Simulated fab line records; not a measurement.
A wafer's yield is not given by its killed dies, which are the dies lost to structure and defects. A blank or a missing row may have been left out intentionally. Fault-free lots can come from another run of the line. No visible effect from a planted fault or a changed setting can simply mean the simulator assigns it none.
Which tool was responsible?    flow sky130    36 wafers from 12 lots sampled at 6 of the route's 708 steps

== WHAT EACH GAUGE READ, for each wafer ==
SKY_METAL5_THK_MEAS_06: measures by xrf.
lot   measured      on             METAL5_ALCU_THK (nm)
L076  day 43 17:54  film metro-03  1142 1118 1115
L077  day 43 22:32  film metro-02  1145 1149 1149
L079  day 44 08:10  film metro-02  1147 1136 1166
L080  day 45 00:28  film metro-03  1150 1147 1131
L083  day 45 11:00  film metro-03  1105 1121 1116
L085  day 46 02:23  film metro-02  1139 1144 1137
L087  day 46 08:00  film metro-02  1156 1127 1165
L089  day 46 18:43  film metro-03  1136 1123 1146
L091  day 47 05:01  film metro-02  1156 1168 1151
L093  day 47 18:59  film metro-02  1107 1111 1121
L095  day 48 06:50  film metro-02  1143 1146 1130
L097  day 48 13:49  film metro-02  1176 1154 1163

== TOOL THAT RAN EACH LOT (tool first, then ch and the chambers of the sampled wafers, then the start) ==
lot   SKY_CONTACT_CMP_27             SKY_VIA1_CMP_02                SKY_METAL3_DESCUM_15               SKY_VIA3_ETCH_14                    SKY_VIA3_CVD_21
L076  cmp-01 ch 0,2,3, day 32 15:53  cmp-01 ch 0,2,3, day 33 20:07  rie metal-03 ch 0,1, day 39 10:56  rie diel-04 ch 0,1,2, day 40 12:54  cvd w-01 ch 0,1, day 40 13:40
L077  cmp-02 ch 2,3, day 32 22:43    cmp-02 ch 2,3, day 34 02:46    rie metal-02 ch 0,1, day 39 16:25  rie diel-01 ch 0,3, day 40 18:14    cvd w-01 ch 0,1, day 40 19:02
L079  cmp-01 ch 0,3, day 33 08:16    cmp-01 ch 0,1,2, day 34 12:15  rie metal-04 ch 0,1, day 40 02:32  rie diel-04 ch 1,2, day 41 04:53    cvd w-02 ch 0,1, day 41 05:41
L080  cmp-02 ch 0,1,2, day 34 03:25  cmp-02 ch 0,1,2, day 35 08:44  rie metal-03 ch 0,1, day 40 21:05  rie diel-01 ch 0,1,3, day 41 23:04  cvd w-01 ch 0,1, day 41 23:52
L083  cmp-01 ch 1,2,3, day 34 16:07  cmp-02 ch 0,1,3, day 35 20:02  rie metal-03 ch 0,1, day 41 07:40  rie diel-02 ch 0,2, day 42 09:21    cvd w-01 ch 0,1, day 42 10:07
L085  cmp-01 ch 0,1,2, day 35 09:56  cmp-01 ch 0,1,3, day 36 14:33  rie metal-03 ch 0,1, day 42 00:46  rie diel-04 ch 0,1,2, day 43 02:21  cvd w-02 ch 0,1, day 43 03:10
L087  cmp-01 ch 2,3, day 35 18:47    cmp-02 ch 1,2,3, day 36 22:26  rie metal-04 ch 0,1, day 42 07:49  rie diel-04 ch 0,1,3, day 43 08:34  cvd w-01 ch 0,1, day 43 09:24
L089  cmp-01 ch 1,2,3, day 36 07:20  cmp-02 ch 1,2,3, day 37 10:23  rie metal-03 ch 0,1, day 42 19:51  rie diel-01 ch 0,1,3, day 43 20:17  cvd w-02 ch 0,1, day 43 21:09
L091  cmp-02 ch 1,2,3, day 36 20:28  cmp-01 ch 0,1,3, day 37 23:10  rie metal-04 ch 0,1, day 43 07:18  rie diel-02 ch 0,3, day 44 07:11    cvd w-01 ch 0,1, day 44 07:59
L093  cmp-01 ch 1,3, day 37 12:50    cmp-02 ch 1,2,3, day 38 15:07  rie metal-02 ch 0,1, day 43 21:16  rie diel-02 ch 1,2,3, day 44 21:22  cvd w-01 ch 1, day 44 22:07
L095  cmp-01 ch 0,1,3, day 38 06:19  cmp-01 ch 0,1,2, day 39 09:18  rie metal-04 ch 0,1, day 44 13:42  rie diel-02 ch 1,2,3, day 45 12:39  cvd w-02 ch 0,1, day 45 13:25
L097  cmp-01 ch 0,1,3, day 38 14:52  cmp-02 ch 0,1,2, day 39 18:20  rie metal-03 ch 0, day 44 21:40    rie diel-04 ch 1,2,3, day 45 21:23  cvd w-02 ch 0,1, day 45 22:10
- SKY_CONTACT_CMP_27: polishes, stops on SiO2, t overpolish 15 s, target thk 0 nm.
- SKY_VIA1_CMP_02: polishes SiO2.
- SKY_METAL3_DESCUM_15: chemistry O2, time 8 s.
- SKY_VIA3_ETCH_14: etches BARC in N2/H2, stops on SiO2, time 45.9 s, target depth 60 nm.
- SKY_VIA3_CVD_21: deposits W, target thk 390 nm, time 117.31 s.

== THE ANSWER, worked out from the rows above alone ==
Rule: what is usual is taken from the lots themselves. Put in order of their means at a reading, lots are off if they are a third of the lots or fewer, leave a main group of 4 or more, and stand apart from it by a gap of 3 or more times the standard deviation of the main group's means; of several such gaps the widest counts. A main group whose means are all the same, to the digits that the tables above print for the reading, isn't used. Also off: a lot with no number at a reading for which 4 or more lots have one. The other lots that the step has rows for count as sound.
Nothing can be told from this: no lot is off at any reading shown.

== WHAT THE SIMULATOR HAD INSERTED ==
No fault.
